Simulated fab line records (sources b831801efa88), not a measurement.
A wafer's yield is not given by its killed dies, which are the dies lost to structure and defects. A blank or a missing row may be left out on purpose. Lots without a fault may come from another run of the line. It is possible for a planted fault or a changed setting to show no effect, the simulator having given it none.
fab line records / flow sky130 / part 2 of 2: steps 27 to 36 of 36
record: lots: 5 wafers: 15 last_day: 50
route steps=708 shown METAL1@451 VIA1@458 METAL2@483
lots that met no fault: from a run of the same line without faults
start_h: start of the lot's first displayed wafer, in hours after the record's first day / wait_h: time in hours since the lot's previous step / " repeats the value in the row above / L1.1+2: a single row standing in for several wafers / - either no value or no given start / * or withheld: withheld / < > ~ a bound
route shown NAME@n: NAME is a module with steps in the file, n the number in the route of the first one / usual: mean/standard deviation taken from wafers without a fault / same: alike in all rows / chamber/n: place in a boat / sites: each site's reading / _std_site: standard deviation of those values / _edge_site: the outer-site mean with the inner-site mean subtracted / radius_mm: for every site, how far away it sits from the centre of the wafer / mask NAME#n: copy n / behind: tool/chamber where the wafer was last shaped / hold: why the lot went on hold/how many hours it stayed there/how the hold came to an end / device: names the non-switching transistor (n, p or np) / end of line: the same wafers' tests at the end of the route / a step without rows: its recipe alone / killed: count of dies lost to structure and defects at first sort (not the wafer's yield) / map: per-die view of a wafer (x killed, . not killed, _ where there is no die)
set.NAME: the run value of the setting; set.NAME@STEP: its run value at that earlier step / model.NAME: the simulator's own value behind a step, which no gauge read
lots at selected steps of the route; one table per step, one row per wafer
services: the hour from which a tool's chamber was out of use, counted from the record's first day as start_h (under 0 if before that day), plus the number of hours and why
== steps ==
step: SKY_VIA1_CLEAN_19
recipe: chemistry: O3/DIW dry: n2_spin
lot.wafer=L075.1+3+5 tool=wet_bench-04 chamber=3 start_h=788.39 wait_h=0.0
lot.wafer=L077.1+3+4 tool=wet_bench-03 chamber=1 start_h=814.64 wait_h=0.0
lot.wafer=L093.1+4+5 tool=wet_bench-04 chamber=2 start_h=934.74 wait_h=0.0
lot.wafer=L094.1+4+6 tool=wet_bench-03 chamber=2 start_h=941.94 wait_h=0.0
lot.wafer=L096.1+4+6 tool=wet_bench-01 chamber=3 start_h=958.54 wait_h=0.0
step: SKY_VIA1_SPUTTER_20
recipe: material: TiN target_thk_nm: 20 chamber_pressure_pa: 5 power_w: 4000 time_s: 80
usual: throttle_valve_pct: 30.4/0.66
lot.wafer=L075.1 tool=pvd_sputter-04 chamber=- start_h=788.49 wait_h=0.0 throttle_valve_pct=29.3
lot.wafer=L075.3 tool=pvd_sputter-04 chamber=- start_h=788.49 wait_h=0.0 throttle_valve_pct=29.6
lot.wafer=L075.5 tool=pvd_sputter-04 chamber=- start_h=788.49 wait_h=0.0 throttle_valve_pct=31.0
lot.wafer=L077.1 tool=pvd_sputter-01 chamber=- start_h=814.84 wait_h=0.0 throttle_valve_pct=30.3
lot.wafer=L077.3 tool=pvd_sputter-01 chamber=- start_h=814.84 wait_h=0.0 throttle_valve_pct=30.2
lot.wafer=L077.4 tool=pvd_sputter-01 chamber=- start_h=814.84 wait_h=0.0 throttle_valve_pct=30.1
lot.wafer=L093.1 tool=pvd_sputter-03 chamber=- start_h=934.83 wait_h=0.0 throttle_valve_pct=30.3
lot.wafer=L093.4 tool=pvd_sputter-03 chamber=- start_h=934.83 wait_h=0.0 throttle_valve_pct=30.8
lot.wafer=L093.5 tool=pvd_sputter-03 chamber=- start_h=934.83 wait_h=0.0 throttle_valve_pct=30.9
lot.wafer=L094.1 tool=pvd_sputter-01 chamber=- start_h=942.04 wait_h=0.0 throttle_valve_pct=30.4
lot.wafer=L094.4 tool=pvd_sputter-01 chamber=- start_h=942.04 wait_h=0.0 throttle_valve_pct=29.4
lot.wafer=L094.6 tool=pvd_sputter-01 chamber=- start_h=942.04 wait_h=0.0 throttle_valve_pct=30.0
lot.wafer=L096.1 tool=pvd_sputter-04 chamber=- start_h=958.63 wait_h=0.0 throttle_valve_pct=32.0
lot.wafer=L096.4 tool=pvd_sputter-04 chamber=- start_h=958.63 wait_h=0.0 throttle_valve_pct=31.3
lot.wafer=L096.6 tool=pvd_sputter-04 chamber=- start_h=958.63 wait_h=0.0 throttle_valve_pct=29.2
step: SKY_VIA1_CVD_21
recipe: material: W target_thk_nm: 270 time_s: 80.902 temp_c: 400 pressure_torr: 40
usual: heater_power_w: 903/110
lot.wafer=L075.1 tool=cvd_w-01 chamber=0 start_h=788.55 wait_h=0.0 heater_power_w=1000 since_wet_clean_h=885
lot.wafer=L075.3 tool=cvd_w-01 chamber=0 start_h=788.55 wait_h=0.0 heater_power_w=993 since_wet_clean_h=-
lot.wafer=L075.5 tool=cvd_w-01 chamber=1 start_h=788.55 wait_h=0.0 heater_power_w=764 since_wet_clean_h=-
lot.wafer=L077.1 tool=cvd_w-02 chamber=0 start_h=814.90 wait_h=0.0 heater_power_w=1003 since_wet_clean_h=411
lot.wafer=L077.3 tool=cvd_w-02 chamber=1 start_h=814.90 wait_h=0.0 heater_power_w=821 since_wet_clean_h=-
lot.wafer=L077.4 tool=cvd_w-02 chamber=0 start_h=814.90 wait_h=0.0 heater_power_w=1006 since_wet_clean_h=-
lot.wafer=L093.1 tool=cvd_w-02 chamber=0 start_h=934.90 wait_h=0.0 heater_power_w=1027 since_wet_clean_h=531
lot.wafer=L093.4 tool=cvd_w-02 chamber=1 start_h=934.90 wait_h=0.0 heater_power_w=815 since_wet_clean_h=-
lot.wafer=L093.5 tool=cvd_w-02 chamber=1 start_h=934.90 wait_h=0.0 heater_power_w=826 since_wet_clean_h=-
lot.wafer=L094.1 tool=cvd_w-02 chamber=1 start_h=942.10 wait_h=0.0 heater_power_w=800 since_wet_clean_h=538
lot.wafer=L094.4 tool=cvd_w-02 chamber=1 start_h=942.10 wait_h=0.0 heater_power_w=825 since_wet_clean_h=-
lot.wafer=L094.6 tool=cvd_w-02 chamber=0 start_h=942.10 wait_h=0.0 heater_power_w=1020 since_wet_clean_h=-
lot.wafer=L096.1 tool=cvd_w-02 chamber=0 start_h=958.70 wait_h=0.0 heater_power_w=1018 since_wet_clean_h=555
lot.wafer=L096.4 tool=cvd_w-02 chamber=1 start_h=958.70 wait_h=0.0 heater_power_w=815 since_wet_clean_h=-
lot.wafer=L096.6 tool=cvd_w-02 chamber=0 start_h=958.70 wait_h=0.0 heater_power_w=1003 since_wet_clean_h=-
step: SKY_VIA1_RS_MEAS_22
recipe: thk_meas_gauge: four-point-probe reads: W_of_VIA1_CVD_21+TiN_of_VIA1_SPUTTER_20
usual: VIA1_W_RS: 0.426/0.0057
lot.wafer=L075.1 tool=film_metro-03 chamber=- start_h=788.65 wait_h=0.1 VIA1_W_RS[ohm/sq]=0.413
lot.wafer=L075.3 tool=film_metro-03 chamber=- start_h=788.65 wait_h=0.1 VIA1_W_RS[ohm/sq]=0.418
lot.wafer=L075.5 tool=film_metro-03 chamber=- start_h=788.65 wait_h=0.1 VIA1_W_RS[ohm/sq]=0.427
lot.wafer=L077.1 tool=film_metro-02 chamber=- start_h=815.00 wait_h=0.1 VIA1_W_RS[ohm/sq]=0.425
lot.wafer=L077.3 tool=film_metro-02 chamber=- start_h=815.00 wait_h=0.1 VIA1_W_RS[ohm/sq]=0.421
lot.wafer=L077.4 tool=film_metro-02 chamber=- start_h=815.00 wait_h=0.1 VIA1_W_RS[ohm/sq]=0.429
lot.wafer=L093.1 tool=film_metro-02 chamber=- start_h=935.03 wait_h=0.1 VIA1_W_RS[ohm/sq]=0.426
lot.wafer=L093.4 tool=film_metro-02 chamber=- start_h=935.03 wait_h=0.1 VIA1_W_RS[ohm/sq]=0.424
lot.wafer=L093.5 tool=film_metro-02 chamber=- start_h=935.03 wait_h=0.1 VIA1_W_RS[ohm/sq]=0.426
lot.wafer=L094.1 tool=film_metro-03 chamber=- start_h=942.19 wait_h=0.1 VIA1_W_RS[ohm/sq]=0.426
lot.wafer=L094.4 tool=film_metro-03 chamber=- start_h=942.19 wait_h=0.1 VIA1_W_RS[ohm/sq]=0.432
lot.wafer=L094.6 tool=film_metro-03 chamber=- start_h=942.19 wait_h=0.1 VIA1_W_RS[ohm/sq]=0.428
lot.wafer=L096.1 tool=film_metro-03 chamber=- start_h=958.79 wait_h=0.1 VIA1_W_RS[ohm/sq]=0.432
lot.wafer=L096.4 tool=film_metro-03 chamber=- start_h=958.79 wait_h=0.1 VIA1_W_RS[ohm/sq]=0.432
lot.wafer=L096.6 tool=film_metro-03 chamber=- start_h=958.79 wait_h=0.1 VIA1_W_RS[ohm/sq]=0.435
step: SKY_VIA1_THK_MEAS_23
recipe: thk_meas_gauge: xrf reads: W_of_VIA1_CVD_21
usual: VIA1_W_THK: 268/4.2
lot.wafer=L075.1 tool=film_metro-03 chamber=- start_h=788.77 wait_h=0.1 VIA1_W_THK[nm]=277
lot.wafer=L075.3 tool=film_metro-03 chamber=- start_h=788.77 wait_h=0.1 VIA1_W_THK[nm]=272
lot.wafer=L075.5 tool=film_metro-03 chamber=- start_h=788.77 wait_h=0.1 VIA1_W_THK[nm]=266
lot.wafer=L077.1 tool=film_metro-02 chamber=- start_h=815.12 wait_h=0.1 VIA1_W_THK[nm]=267
lot.wafer=L077.3 tool=film_metro-02 chamber=- start_h=815.12 wait_h=0.1 VIA1_W_THK[nm]=270
lot.wafer=L077.4 tool=film_metro-02 chamber=- start_h=815.12 wait_h=0.1 VIA1_W_THK[nm]=264
lot.wafer=L093.1 tool=film_metro-02 chamber=- start_h=935.15 wait_h=0.1 VIA1_W_THK[nm]=266
lot.wafer=L093.4 tool=film_metro-02 chamber=- start_h=935.15 wait_h=0.1 VIA1_W_THK[nm]=269
lot.wafer=L093.5 tool=film_metro-02 chamber=- start_h=935.15 wait_h=0.1 VIA1_W_THK[nm]=266
lot.wafer=L094.1 tool=film_metro-03 chamber=- start_h=942.31 wait_h=0.1 VIA1_W_THK[nm]=267
lot.wafer=L094.4 tool=film_metro-03 chamber=- start_h=942.31 wait_h=0.1 VIA1_W_THK[nm]=264
lot.wafer=L094.6 tool=film_metro-03 chamber=- start_h=942.31 wait_h=0.1 VIA1_W_THK[nm]=264
lot.wafer=L096.1 tool=film_metro-03 chamber=- start_h=958.91 wait_h=0.1 VIA1_W_THK[nm]=263
lot.wafer=L096.4 tool=film_metro-03 chamber=- start_h=958.91 wait_h=0.1 VIA1_W_THK[nm]=263
lot.wafer=L096.6 tool=film_metro-03 chamber=- start_h=958.91 wait_h=0.1 VIA1_W_THK[nm]=260
step: SKY_VIA1_CMP_24
recipe: stop_on: SiO2 t_overpolish_s: 15 down_force_psi: 3.5 platen_rpm: 60 target_thk_nm: 0 pad_velocity_m_s: 0.94248
usual: edge_zone_pressure_frac: 1.000/0.0054 motor_current_A: 10.8/1.4 overpolish_run_s: 15.000/0.009 time_to_endpoint_s: 65.2/2.7
lot.wafer=L075.3 tool=cmp-01 chamber=2 start_h=788.83 wait_h=0.0 edge_zone_pressure_frac=0.996 motor_current_A=10.0 overpolish_run_s=14.993 time_to_endpoint_s=63.3
lot.wafer=L075.1 tool=cmp-01 chamber=0 start_h=788.83 wait_h=0.0 edge_zone_pressure_frac=0.995 motor_current_A=8.4 overpolish_run_s=14.995 time_to_endpoint_s=69.3
lot.wafer=L075.5 tool=cmp-01 chamber=2 start_h=788.83 wait_h=0.0 edge_zone_pressure_frac=0.995 motor_current_A=10.0 overpolish_run_s=14.990 time_to_endpoint_s=67.0
lot.wafer=L077.1 tool=cmp-02 chamber=3 start_h=815.18 wait_h=0.1 edge_zone_pressure_frac=1.003 motor_current_A=10.7 overpolish_run_s=14.989 time_to_endpoint_s=63.1
lot.wafer=L077.3 tool=cmp-02 chamber=0 start_h=815.18 wait_h=0.1 edge_zone_pressure_frac=1.013 motor_current_A=13.7 overpolish_run_s=15.006 time_to_endpoint_s=63.4
lot.wafer=L077.4 tool=cmp-02 chamber=2 start_h=815.18 wait_h=0.1 edge_zone_pressure_frac=1.013 motor_current_A=10.6 overpolish_run_s=14.986 time_to_endpoint_s=62.0
lot.wafer=L093.1 tool=cmp-02 chamber=2 start_h=935.39 wait_h=0.2 edge_zone_pressure_frac=1.001 motor_current_A=11.2 overpolish_run_s=15.003 time_to_endpoint_s=64.9
lot.wafer=L093.4 tool=cmp-02 chamber=0 start_h=935.39 wait_h=0.2 edge_zone_pressure_frac=1.001 motor_current_A=12.8 overpolish_run_s=15.006 time_to_endpoint_s=65.9
lot.wafer=L093.5 tool=cmp-02 chamber=2 start_h=935.39 wait_h=0.2 edge_zone_pressure_frac=0.992 motor_current_A=11.1 overpolish_run_s=14.995 time_to_endpoint_s=63.9
lot.wafer=L094.1 tool=cmp-01 chamber=1 start_h=942.47 wait_h=0.1 edge_zone_pressure_frac=1.003 motor_current_A=11.4 overpolish_run_s=15.001 time_to_endpoint_s=65.3
lot.wafer=L094.4 tool=cmp-01 chamber=2 start_h=942.47 wait_h=0.1 edge_zone_pressure_frac=0.989 motor_current_A=10.4 overpolish_run_s=15.000 time_to_endpoint_s=60.8
lot.wafer=L094.6 tool=cmp-01 chamber=3 start_h=942.47 wait_h=0.1 edge_zone_pressure_frac=0.998 motor_current_A=10.2 overpolish_run_s=15.006 time_to_endpoint_s=64.9
lot.wafer=L096.4 tool=cmp-02 chamber=2 start_h=959.07 wait_h=0.1 edge_zone_pressure_frac=0.995 motor_current_A=10.8 overpolish_run_s=15.008 time_to_endpoint_s=60.5
lot.wafer=L096.1 tool=cmp-02 chamber=3 start_h=959.07 wait_h=0.1 edge_zone_pressure_frac=0.998 motor_current_A=11.5 overpolish_run_s=15.003 time_to_endpoint_s=60.4
lot.wafer=L096.6 tool=cmp-02 chamber=1 start_h=959.07 wait_h=0.1 edge_zone_pressure_frac=1.003 motor_current_A=10.4 overpolish_run_s=15.004 time_to_endpoint_s=59.3
step: SKY_METAL2_SPUTTER_00
recipe: material: Ti target_thk_nm: 15 power_w: 3000 time_s: 10 chamber_pressure_pa: 0.4
usual: throttle_valve_pct: 30.0/0.66
lot.wafer=L075.1 tool=pvd_sputter-01 chamber=- start_h=789.13 wait_h=0.1 throttle_valve_pct=30.6
lot.wafer=L075.3 tool=pvd_sputter-01 chamber=- start_h=789.13 wait_h=0.1 throttle_valve_pct=29.4
lot.wafer=L075.5 tool=pvd_sputter-01 chamber=- start_h=789.13 wait_h=0.1 throttle_valve_pct=30.5
lot.wafer=L077.1 tool=pvd_sputter-02 chamber=- start_h=815.48 wait_h=0.2 throttle_valve_pct=30.3
lot.wafer=L077.3 tool=pvd_sputter-02 chamber=- start_h=815.48 wait_h=0.2 throttle_valve_pct=30.0
lot.wafer=L077.4 tool=pvd_sputter-02 chamber=- start_h=815.48 wait_h=0.2 throttle_valve_pct=29.7
lot.wafer=L093.1 tool=pvd_sputter-01 chamber=- start_h=935.64 wait_h=0.2 throttle_valve_pct=30.2
lot.wafer=L093.4 tool=pvd_sputter-01 chamber=- start_h=935.64 wait_h=0.2 throttle_valve_pct=30.6
lot.wafer=L093.5 tool=pvd_sputter-01 chamber=- start_h=935.64 wait_h=0.2 throttle_valve_pct=29.2
lot.wafer=L094.1 tool=pvd_sputter-04 chamber=- start_h=942.67 wait_h=0.1 throttle_valve_pct=31.3
lot.wafer=L094.4 tool=pvd_sputter-04 chamber=- start_h=942.67 wait_h=0.1 throttle_valve_pct=31.6
lot.wafer=L094.6 tool=pvd_sputter-04 chamber=- start_h=942.67 wait_h=0.1 throttle_valve_pct=31.4
lot.wafer=L096.1 tool=pvd_sputter-01 chamber=- start_h=959.27 wait_h=0.1 throttle_valve_pct=29.9
lot.wafer=L096.4 tool=pvd_sputter-01 chamber=- start_h=959.27 wait_h=0.1 throttle_valve_pct=29.1
lot.wafer=L096.6 tool=pvd_sputter-01 chamber=- start_h=959.27 wait_h=0.1 throttle_valve_pct=29.2
step: SKY_METAL2_SPUTTER_01
recipe: material: TiN target_thk_nm: 20 power_w: 6500 time_s: 16.7 chamber_pressure_pa: 0.4
usual: throttle_valve_pct: 30.0/0.67
lot.wafer=L075.1 tool=pvd_sputter-01 chamber=- start_h=789.15 wait_h=0.0 throttle_valve_pct=30.5
lot.wafer=L075.3 tool=pvd_sputter-01 chamber=- start_h=789.15 wait_h=0.0 throttle_valve_pct=29.4
lot.wafer=L075.5 tool=pvd_sputter-01 chamber=- start_h=789.15 wait_h=0.0 throttle_valve_pct=30.5
lot.wafer=L077.1 tool=pvd_sputter-02 chamber=- start_h=815.50 wait_h=0.0 throttle_valve_pct=30.1
lot.wafer=L077.3 tool=pvd_sputter-02 chamber=- start_h=815.50 wait_h=0.0 throttle_valve_pct=29.9
lot.wafer=L077.4 tool=pvd_sputter-02 chamber=- start_h=815.50 wait_h=0.0 throttle_valve_pct=29.9
lot.wafer=L093.1 tool=pvd_sputter-01 chamber=- start_h=935.66 wait_h=0.0 throttle_valve_pct=30.3
lot.wafer=L093.4 tool=pvd_sputter-01 chamber=- start_h=935.66 wait_h=0.0 throttle_valve_pct=30.8
lot.wafer=L093.5 tool=pvd_sputter-01 chamber=- start_h=935.66 wait_h=0.0 throttle_valve_pct=29.4
lot.wafer=L094.1 tool=pvd_sputter-04 chamber=- start_h=942.69 wait_h=0.0 throttle_valve_pct=31.2
lot.wafer=L094.4 tool=pvd_sputter-04 chamber=- start_h=942.69 wait_h=0.0 throttle_valve_pct=31.7
lot.wafer=L094.6 tool=pvd_sputter-04 chamber=- start_h=942.69 wait_h=0.0 throttle_valve_pct=31.2
lot.wafer=L096.1 tool=pvd_sputter-01 chamber=- start_h=959.29 wait_h=0.0 throttle_valve_pct=30.2
lot.wafer=L096.4 tool=pvd_sputter-01 chamber=- start_h=959.29 wait_h=0.0 throttle_valve_pct=29.4
lot.wafer=L096.6 tool=pvd_sputter-01 chamber=- start_h=959.29 wait_h=0.0 throttle_valve_pct=29.2
step: SKY_METAL2_SPUTTER_02
recipe: material: AlCu target_thk_nm: 250 power_w: 10600 time_s: 13.3 chamber_pressure_pa: 0.4
usual: throttle_valve_pct: 30.0/0.64
lot.wafer=L075.1 tool=pvd_sputter-01 chamber=- start_h=789.17 wait_h=0.0 throttle_valve_pct=30.6
lot.wafer=L075.3 tool=pvd_sputter-01 chamber=- start_h=789.17 wait_h=0.0 throttle_valve_pct=29.3
lot.wafer=L075.5 tool=pvd_sputter-01 chamber=- start_h=789.17 wait_h=0.0 throttle_valve_pct=30.5
lot.wafer=L077.1 tool=pvd_sputter-02 chamber=- start_h=815.52 wait_h=0.0 throttle_valve_pct=30.1
lot.wafer=L077.3 tool=pvd_sputter-02 chamber=- start_h=815.52 wait_h=0.0 throttle_valve_pct=30.1
lot.wafer=L077.4 tool=pvd_sputter-02 chamber=- start_h=815.52 wait_h=0.0 throttle_valve_pct=30.0
lot.wafer=L093.1 tool=pvd_sputter-01 chamber=- start_h=935.69 wait_h=0.0 throttle_valve_pct=30.4
lot.wafer=L093.4 tool=pvd_sputter-01 chamber=- start_h=935.69 wait_h=0.0 throttle_valve_pct=30.5
lot.wafer=L093.5 tool=pvd_sputter-01 chamber=- start_h=935.69 wait_h=0.0 throttle_valve_pct=29.5
lot.wafer=L094.1 tool=pvd_sputter-04 chamber=- start_h=942.72 wait_h=0.0 throttle_valve_pct=31.0
lot.wafer=L094.4 tool=pvd_sputter-04 chamber=- start_h=942.72 wait_h=0.0 throttle_valve_pct=31.7
lot.wafer=L094.6 tool=pvd_sputter-04 chamber=- start_h=942.72 wait_h=0.0 throttle_valve_pct=31.4
lot.wafer=L096.1 tool=pvd_sputter-01 chamber=- start_h=959.32 wait_h=0.0 throttle_valve_pct=30.1
lot.wafer=L096.4 tool=pvd_sputter-01 chamber=- start_h=959.32 wait_h=0.0 throttle_valve_pct=29.3
lot.wafer=L096.6 tool=pvd_sputter-01 chamber=- start_h=959.32 wait_h=0.0 throttle_valve_pct=29.2
step: SKY_METAL2_SPUTTER_03
recipe: material: Ti target_thk_nm: 5 power_w: 3000 time_s: 3.3 chamber_pressure_pa: 0.4
usual: throttle_valve_pct: 30.0/0.67
lot.wafer=L075.1 tool=pvd_sputter-01 chamber=- start_h=789.20 wait_h=0.0 throttle_valve_pct=30.6
lot.wafer=L075.3 tool=pvd_sputter-01 chamber=- start_h=789.20 wait_h=0.0 throttle_valve_pct=29.4
lot.wafer=L075.5 tool=pvd_sputter-01 chamber=- start_h=789.20 wait_h=0.0 throttle_valve_pct=30.6
lot.wafer=L077.1 tool=pvd_sputter-02 chamber=- start_h=815.55 wait_h=0.0 throttle_valve_pct=30.3
lot.wafer=L077.3 tool=pvd_sputter-02 chamber=- start_h=815.55 wait_h=0.0 throttle_valve_pct=29.8
lot.wafer=L077.4 tool=pvd_sputter-02 chamber=- start_h=815.55 wait_h=0.0 throttle_valve_pct=29.9
lot.wafer=L093.1 tool=pvd_sputter-01 chamber=- start_h=935.71 wait_h=0.0 throttle_valve_pct=30.6
lot.wafer=L093.4 tool=pvd_sputter-01 chamber=- start_h=935.71 wait_h=0.0 throttle_valve_pct=30.6
lot.wafer=L093.5 tool=pvd_sputter-01 chamber=- start_h=935.71 wait_h=0.0 throttle_valve_pct=29.5
lot.wafer=L094.1 tool=pvd_sputter-04 chamber=- start_h=942.74 wait_h=0.0 throttle_valve_pct=31.4
lot.wafer=L094.4 tool=pvd_sputter-04 chamber=- start_h=942.74 wait_h=0.0 throttle_valve_pct=31.9
lot.wafer=L094.6 tool=pvd_sputter-04 chamber=- start_h=942.74 wait_h=0.0 throttle_valve_pct=31.0
lot.wafer=L096.1 tool=pvd_sputter-01 chamber=- start_h=959.34 wait_h=0.0 throttle_valve_pct=29.9
lot.wafer=L096.4 tool=pvd_sputter-01 chamber=- start_h=959.34 wait_h=0.0 throttle_valve_pct=29.3
lot.wafer=L096.6 tool=pvd_sputter-01 chamber=- start_h=959.34 wait_h=0.0 throttle_valve_pct=29.4
== services ==
tool=rie_diel-01 chamber=- start_h=753.39 hours=14.6 kind=pm
tool=cmp-02 chamber=- start_h=754.13 hours=4.0 kind=pm
tool=cmp-02 chamber=- start_h=766.34 hours=6.1 kind=repair
tool=hdpcvd-02 chamber=0 start_h=771.46 hours=17.5 kind=repair
tool=rie_diel-01 chamber=2 start_h=772.59 hours=9.4 kind=repair
tool=rie_diel-01 chamber=- start_h=773.07 hours=4.3 kind=pm
tool=cmp-02 chamber=- start_h=775.04 hours=4.1 kind=repair
tool=cmp-02 chamber=- start_h=779.14 hours=6.8 kind=pm
tool=rie_metal-01 chamber=0 start_h=780.36 hours=27.9 kind=repair
tool=pvd_sputter-01 chamber=- start_h=802.57 hours=3.0 kind=repair
tool=pvd_sputter-01 chamber=- start_h=829.93 hours=3.7 kind=repair
tool=wet_bench-03 chamber=- start_h=831.48 hours=1.7 kind=repair
tool=wet_bench-02 chamber=- start_h=842.03 hours=2.9 kind=repair
tool=rie_diel-01 chamber=3 start_h=852.59 hours=22.6 kind=repair
tool=rie_metal-02 chamber=- start_h=861.35 hours=2.8 kind=pm
tool=rie_metal-02 chamber=- start_h=865.02 hours=0.2 kind=repair
tool=plasma_asher-04 chamber=- start_h=876.47 hours=6.3 kind=repair
tool=rie_diel-01 chamber=1 start_h=882.89 hours=10.8 kind=repair
tool=cmp-02 chamber=- start_h=900.61 hours=0.4 kind=repair
tool=cmp-02 chamber=- start_h=905.78 hours=0.4 kind=repair
tool=cmp-02 chamber=- start_h=942.89 hours=0.4 kind=repair
tool=rie_metal-01 chamber=- start_h=946.37 hours=10.0 kind=pm
tool=hdpcvd-02 chamber=- start_h=950.25 hours=15.0 kind=pm
tool=rie_diel-01 chamber=1 start_h=956.09 hours=9.2 kind=repair
